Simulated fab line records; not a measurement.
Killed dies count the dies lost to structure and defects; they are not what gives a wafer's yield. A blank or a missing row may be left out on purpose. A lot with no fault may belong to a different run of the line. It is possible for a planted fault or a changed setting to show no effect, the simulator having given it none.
Which tool was responsible? :: flow gf180mcu :: 45 wafers from 15 lots sampled at 2 of the route's 602 steps

## WHAT THE GAUGES READ, wafer by wafer
GF_V2_OVL_MEAS_15.
lot: L274
measured: day 20 18:04
on: overlay-01
V2_OVL (nm): 15 8 10

lot: L276
measured: day 21 03:04
on: overlay-02
V2_OVL (nm): 7 -3 -1

lot: L278
measured: day 21 13:55
on: overlay-01
V2_OVL (nm): 3 8 8

lot: L279
measured: day 22 01:23
on: overlay-02
V2_OVL (nm): 6 0 1

lot: L280
measured: day 22 08:48
on: overlay-01
V2_OVL (nm): -1 4 3

lot: L281
measured: day 22 18:37
on: overlay-02
V2_OVL (nm): -3 -5 -6

lot: L283
measured: day 23 10:34
on: overlay-02
V2_OVL (nm): 10 6 8

lot: L285
measured: day 24 03:28
on: overlay-02
V2_OVL (nm): 5 7 16

lot: L286
measured: day 24 04:25
on: overlay-02
V2_OVL (nm): 6 2 4

lot: L288
measured: day 25 08:49
on: overlay-01
V2_OVL (nm): 1 -1 -2

lot: L289
measured: day 25 14:47
on: overlay-02
V2_OVL (nm): 1 5 8

lot: L295
measured: day 27 16:35
on: overlay-01
V2_OVL (nm): -4 -4 0

lot: L294
measured: day 28 01:20
on: overlay-01
V2_OVL (nm): 13 11 4

lot: L296
measured: day 28 05:30
on: overlay-01
V2_OVL (nm): 7 6 7

lot: L297
measured: day 28 10:42
on: overlay-01
V2_OVL (nm): 5 5 5

## WHICH TOOL RAN EACH LOT (tool, then ch and the chambers of the sampled wafers, then the start)
lot: L274
GF_M2_STRIP_17: plasma-asher-04 ch 0,1, day 19 17:10

lot: L276
GF_M2_STRIP_17: plasma-asher-04 ch 0,1, day 20 02:19

lot: L278
GF_M2_STRIP_17: plasma-asher-04 ch 0,1, day 20 13:07

lot: L279
GF_M2_STRIP_17: plasma-asher-04 ch 0,1, day 21 00:52

lot: L280
GF_M2_STRIP_17: plasma-asher-02 ch 0,1, day 21 07:25

lot: L281
GF_M2_STRIP_17: plasma-asher-02 ch 0,1, day 21 18:07

lot: L283
GF_M2_STRIP_17: plasma-asher-02 ch 0,1, day 22 10:29

lot: L285
GF_M2_STRIP_17: plasma-asher-04 ch 0,1, day 23 03:32

lot: L286
GF_M2_STRIP_17: plasma-asher-04 ch 0,1, day 23 04:29

lot: L288
GF_M2_STRIP_17: plasma-asher-02 ch 0,1, day 24 09:40

lot: L289
GF_M2_STRIP_17: plasma-asher-04 ch 0,1, day 24 15:54

lot: L295
GF_M2_STRIP_17: plasma-asher-04 ch 0, day 26 18:30

lot: L294
GF_M2_STRIP_17: plasma-asher-02 ch 0,1, day 27 03:10

lot: L296
GF_M2_STRIP_17: plasma-asher-04 ch 0,1, day 27 08:12

lot: L297
GF_M2_STRIP_17: plasma-asher-04 ch 0,1, day 27 14:04
- GF_M2_STRIP_17: strips in O2/N2.

## WHAT THE TOOLS THEMSELVES READ (means of the sampled wafers that have a number; where no wafer has one, the mark that the record gives instead)
GF_M2_STRIP_17.
lot: L274
tool: plasma-asher-04
drypump-motor-current-A (A): 5.7
heater-power-w (W): 375
n2-flow-sccm (sccm): 299.7
oes-product-au (a.u.): 0.554
strip-time-to-endpoint-s (s): 7.84

lot: L276
tool: plasma-asher-04
drypump-motor-current-A (A): 5.6
heater-power-w (W): 337
n2-flow-sccm (sccm): 299.3
oes-product-au (a.u.): 0.562
strip-time-to-endpoint-s (s): 7.86

lot: L278
tool: plasma-asher-04
drypump-motor-current-A (A): 5.7
heater-power-w (W): 378
n2-flow-sccm (sccm): 299.3
oes-product-au (a.u.): 0.558
strip-time-to-endpoint-s (s): 7.88

lot: L279
tool: plasma-asher-04
drypump-motor-current-A (A): 5.7
heater-power-w (W): 372
n2-flow-sccm (sccm): 299.9
oes-product-au (a.u.): 0.558
strip-time-to-endpoint-s (s): 7.83

lot: L280
tool: plasma-asher-02
drypump-motor-current-A (A): 5.6
heater-power-w (W): 316
n2-flow-sccm (sccm): 301.1
oes-product-au (a.u.): 0.563
strip-time-to-endpoint-s (s): 7.92

lot: L281
tool: plasma-asher-02
drypump-motor-current-A (A): 5.4
heater-power-w (W): 316
n2-flow-sccm (sccm): 300.2
oes-product-au (a.u.): 0.557
strip-time-to-endpoint-s (s): 7.88

lot: L283
tool: plasma-asher-02
drypump-motor-current-A (A): 5.6
heater-power-w (W): 321
n2-flow-sccm (sccm): 300.1
oes-product-au (a.u.): 0.547
strip-time-to-endpoint-s (s): 7.85

lot: L285
tool: plasma-asher-04
drypump-motor-current-A (A): 5.7
heater-power-w (W): 370
n2-flow-sccm (sccm): 299.6
oes-product-au (a.u.): 0.556
strip-time-to-endpoint-s (s): 7.89

lot: L286
tool: plasma-asher-04
drypump-motor-current-A (A): 5.7
heater-power-w (W): 339
n2-flow-sccm (sccm): 301.0
oes-product-au (a.u.): 0.556
strip-time-to-endpoint-s (s): 7.85

lot: L288
tool: plasma-asher-02
drypump-motor-current-A (A): 5.4
heater-power-w (W): 322
n2-flow-sccm (sccm): 299.7
oes-product-au (a.u.): 0.558
strip-time-to-endpoint-s (s): 7.95

lot: L289
tool: plasma-asher-04
drypump-motor-current-A (A): 5.7
heater-power-w (W): 372
n2-flow-sccm (sccm): 300.5
oes-product-au (a.u.): 0.561
strip-time-to-endpoint-s (s): 7.89

lot: L295
tool: plasma-asher-04
drypump-motor-current-A (A): 5.6
heater-power-w (W): 311
n2-flow-sccm (sccm): 299.5
oes-product-au (a.u.): 0.555
strip-time-to-endpoint-s (s): 7.83

lot: L294
tool: plasma-asher-02
drypump-motor-current-A (A): 5.5
heater-power-w (W): 323
n2-flow-sccm (sccm): 299.8
oes-product-au (a.u.): 0.561
strip-time-to-endpoint-s (s): 7.96

lot: L296
tool: plasma-asher-04
drypump-motor-current-A (A): 5.7
heater-power-w (W): 376
n2-flow-sccm (sccm): 300.0
oes-product-au (a.u.): 0.553
strip-time-to-endpoint-s (s): 7.84

lot: L297
tool: plasma-asher-04
drypump-motor-current-A (A): 5.7
heater-power-w (W): 341
n2-flow-sccm (sccm): 299.5
oes-product-au (a.u.): 0.560
strip-time-to-endpoint-s (s): 7.86

## THE ANSWER, worked out from the rows above alone
Rule: what is usual is taken from the lots themselves. Put in order of their means at a reading, lots are off if they are a third of the lots or fewer, leave a main group of 4 or more, and stand apart from it by a gap of 3 or more times the standard deviation of the main group's means; of several such gaps the widest counts. Not used: any main group whose means are identical at the precision the tables above print for the reading. Also off: a lot with no number at a reading for which 4 or more lots have one. All remaining lots with rows at the step are treated as sound. The gauges are gone through in route order, then the tools' own readings, and for those a lot's mean is taken as printed above. At the first step where some lot is off, the reading lying furthest off is the one used; lots without a number count as furthest.
Across all readings shown, no lot is off: no conclusion can be drawn from this.

## WHAT WAS PUT IN BY THE SIMULATOR
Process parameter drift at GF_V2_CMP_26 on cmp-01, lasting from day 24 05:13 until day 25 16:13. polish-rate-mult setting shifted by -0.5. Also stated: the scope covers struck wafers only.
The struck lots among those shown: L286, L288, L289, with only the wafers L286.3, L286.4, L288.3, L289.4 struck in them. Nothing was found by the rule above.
